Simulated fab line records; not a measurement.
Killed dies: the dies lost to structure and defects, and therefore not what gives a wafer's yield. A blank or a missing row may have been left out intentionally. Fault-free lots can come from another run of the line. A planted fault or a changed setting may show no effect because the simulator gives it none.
Matching of chambers ; flow sky130 ; rie-diel-02 running SKY_LI_CONTACT_ETCH_14: 4 sister chambers
The step etches BARC in N2/H2, stops on SiO2, time 45.9 s, target depth 60 nm. 4 wafers are shown with their chamber, then 8 later ones without.

## WAFERS, EACH WITH ITS CHAMBER
wafer;chamber;oes-product-au (a.u.)
L093.1;3;0.861
L093.3;2;0.845
L093.5;1;0.868
L096.1;0;0.851

## WAFERS WITH NO CHAMBER GIVEN
wafer;oes-product-au (a.u.)
L096.2;0.852
L096.3;0.856
L096.4;0.847
L096.5;0.849
L096.6;0.856
L097.1;0.855
L097.3;0.854
L097.4;0.854

## THE CHAMBER EACH PASSED THROUGH
wafer;from the rows above;in truth
L096.2;can't be placed: 0 or 2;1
L096.3;can't be placed: 0 or 3 or 2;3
L096.4;can't be placed: 2 or 0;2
L096.5;can't be placed: 0 or 2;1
L096.6;can't be placed: 0 or 3 or 2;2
L097.1;can't be placed: 0 or 3 or 2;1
L097.3;can't be placed: 0 or 3 or 2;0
L097.4;can't be placed: 0 or 3 or 2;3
0 of 8 placed correctly. Cannot be placed on the basis of these rows: 8; the candidates contain the true chamber in 5. Placed wrongly: 0.
How it was worked out, from the rows above alone: a wafer's distance from a chamber is the root of the sum, over the readings, of the square of ((its reading less the chamber's mean) divided by the reading's scatter). If the next closest chamber is less than 2 further off than the closest, the wafer can't be placed; otherwise it belongs to the closest. A chamber's mean is the mean of its shown wafers. The scatter (one wafer shown for each chamber): square how far every hidden wafer sits from the nearest shown wafer, average those squares and take the square root.
